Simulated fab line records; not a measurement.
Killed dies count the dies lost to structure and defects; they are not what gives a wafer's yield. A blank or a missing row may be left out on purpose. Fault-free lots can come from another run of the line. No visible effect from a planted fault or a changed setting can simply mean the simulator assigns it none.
The tool behind it: which one? -- flow gf180mcu -- 14 lots with 42 wafers sampled at 4 steps, on a route of 602 steps

## WHAT THE GAUGES SHOWED, per wafer
GF_M2_CD_MEAS_14 targets a cd of 280 nm.
lot,measured,on,cd_nm (nm)
L259,day 19 20:16,cd_sem-02,278.7 279.0 279.0
L262,day 20 11:22,cd_sem-01,278.4 279.3 278.8
L264,day 21 14:32,cd_sem-01,278.9 279.7 278.7
L266,day 22 02:41,cd_sem-02,281.0 281.2 280.8
L267,day 22 06:05,cd_sem-02,278.4 279.7 277.9
L268,day 22 17:58,cd_sem-02,280.4 279.0 279.5
L269,day 23 12:00,cd_sem-02,279.4 279.7 278.8
L270,day 23 18:52,cd_sem-02,279.7 279.2 279.6
L271,day 23 21:40,cd_sem-01,278.5 278.3 279.4
L278,day 26 03:50,cd_sem-02,277.8 279.6 279.2
L279,day 26 12:25,cd_sem-01,278.3 278.9 278.6
L280,day 26 17:20,cd_sem-01,280.9 282.3 280.6
L281,day 26 20:14,cd_sem-02,281.3 281.5 281.5
L282,day 27 04:22,cd_sem-01,280.8 280.5 280.4

GF_V2_RS_MEAS_24: uses a four-point probe to measure.
lot,measured,on,V2_W_RS (ohm/sq)
L259,day 21 00:05,film_metro-01,0.322 0.328 0.322
L262,day 21 13:43,film_metro-04,0.326 0.323 0.329
L264,day 22 16:21,film_metro-04,0.333 0.332 0.326
L266,day 23 04:12,film_metro-02,0.320 0.328 0.327
L267,day 23 06:49,film_metro-02,0.328 0.326 0.329
L268,day 23 19:11,film_metro-02,0.327 0.326 0.321
L269,day 24 13:10,film_metro-04,0.574 0.581 0.566 0.573 0.580 0.566
L270,day 24 19:30,film_metro-04,0.575 0.583 0.569 0.575 0.584 0.569
L271,day 24 22:46,film_metro-04,0.579 0.568 0.572 0.580 0.566 0.573
L278,day 27 02:38,film_metro-04,0.328 0.328 0.324
L279,day 27 10:58,film_metro-02,0.330 0.326 0.331
L280,day 27 15:59,film_metro-01,0.330 0.328 0.327
L281,day 27 18:45,film_metro-04,0.325 0.325 0.329
L282,day 28 02:30,film_metro-04,0.323 0.327 0.324

## WHICH TOOL RAN EACH LOT (tool, then ch and the chambers of the sampled wafers, then the start)
lot,GF_V2_CMP_04,GF_V2_CVD_23
L259,"cmp-02 ch 1,2,3, day 19 22:11","cvd_w-02 ch 0,1, day 20 23:58"
L262,"cmp-02 ch 0,1,3, day 20 12:26","cvd_w-01 ch 0,1, day 21 13:37"
L264,"cmp-01 ch 1,2, day 21 15:38","cvd_w-01 ch 0,1, day 22 16:14"
L266,"cmp-01 ch 0,2, day 22 03:45","cvd_w-01 ch 0,1, day 23 04:05"
L267,"cmp-01 ch 1,2, day 22 07:08","cvd_w-02 ch 0,1, day 23 06:41"
L268,"cmp-02 ch 1,2, day 22 19:07","cvd_w-02 ch 0,1, day 23 19:04"
L269,"cmp-01 ch 2,3, day 23 13:09","cvd_w-02 ch 0,1, day 24 13:02"
L270,"cmp-01 ch 1,3, day 23 20:00","cvd_w-02 ch 0,1, day 24 19:22"
L271,"cmp-01 ch 1,2,3, day 23 23:02","cvd_w-02 ch 1, day 24 22:39"
L278,"cmp-01 ch 2,3, day 26 05:01","cvd_w-02 ch 0,1, day 27 02:30"
L279,"cmp-02 ch 1,2,3, day 26 13:31","cvd_w-01 ch 0,1, day 27 10:51"
L280,"cmp-01 ch 0,1,2, day 26 18:25","cvd_w-02 ch 0,1, day 27 15:53"
L281,"cmp-01 ch 0,2, day 26 21:20","cvd_w-02 ch 0,1, day 27 18:38"
L282,"cmp-02 ch 0,2, day 27 05:29","cvd_w-02 ch 0,1, day 28 02:23"
- GF_V2_CMP_04: polishes SiO2.
- GF_V2_CVD_23: deposits W, target thk 350 nm, time 104.94 s.

## AS READ BY THE TOOLS THEMSELVES (means over the sampled wafers that have a number; for cases with no such wafer, the mark the record gives instead)
GF_V2_CMP_04.
lot,tool,motor_current_A (A),retaining_ring_pressure_frac,time_to_endpoint_s (s)
L259,cmp-02,12.6,1.000,79
L262,cmp-02,12.0,0.995,77
L264,cmp-01,11.8,0.994,82
L266,cmp-01,12.2,0.996,79
L267,cmp-01,11.4,1.001,82
L268,cmp-02,13.9,1.004,78
L269,cmp-01,11.3,1.003,91
L270,cmp-01,11.9,0.998,86
L271,cmp-01,11.6,1.002,84
L278,cmp-01,11.4,0.999,83
L279,cmp-02,12.1,1.002,82
L280,cmp-01,12.5,0.999,85
L281,cmp-01,12.0,0.998,87
L282,cmp-02,13.6,0.998,80

GF_V2_CVD_23.
lot,tool,heater_power_outer_w (W),heater_power_w (W)
L259,cvd_w-02,500,781
L262,cvd_w-01,487,758
L264,cvd_w-01,485,749
L266,cvd_w-01,485,763
L267,cvd_w-02,503,788
L268,cvd_w-02,508,789
L269,cvd_w-02,506,782
L270,cvd_w-02,489,776
L271,cvd_w-02,465,762
L278,cvd_w-02,489,792
L279,cvd_w-01,483,778
L280,cvd_w-02,483,778
L281,cvd_w-02,500,798
L282,cvd_w-02,498,792

## THE ANSWER, worked out from the rows above alone
Rule: what is usual is taken from the lots themselves. Put in order of their means at a reading, lots are off if they are a third of the lots or fewer, leave a main group of 4 or more, and stand apart from it by a gap of 3 or more times the standard deviation of the main group's means; of several such gaps the widest counts. Not used: any main group whose means are identical at the precision the tables above print for the reading. A lot without any number at a reading at which 4 lots or more have one is off too. All remaining lots with rows at the step are treated as sound. Order of review: gauges by route order, followed by the tools' own readings, for which a lot's mean as printed above is used. The first step at which some lot is off is used, and at that step the reading that is off furthest; a lot without a number counts as furthest.
Off: L269, L270, L271, at GF_V2_RS_MEAS_24 (V2_W_RS). The main group has a mean of 0.327 ohm/sq with a standard deviation of 0.0019.
A tool fits if, at a process step before that reading, it ran every lot that is off, and no sound lot after the first of them. Those tools and the gauges at GF_V2_RS_MEAS_24 are tried in the same way. Of those tried, none fits.

## WHAT THE SIMULATOR HAD INSERTED
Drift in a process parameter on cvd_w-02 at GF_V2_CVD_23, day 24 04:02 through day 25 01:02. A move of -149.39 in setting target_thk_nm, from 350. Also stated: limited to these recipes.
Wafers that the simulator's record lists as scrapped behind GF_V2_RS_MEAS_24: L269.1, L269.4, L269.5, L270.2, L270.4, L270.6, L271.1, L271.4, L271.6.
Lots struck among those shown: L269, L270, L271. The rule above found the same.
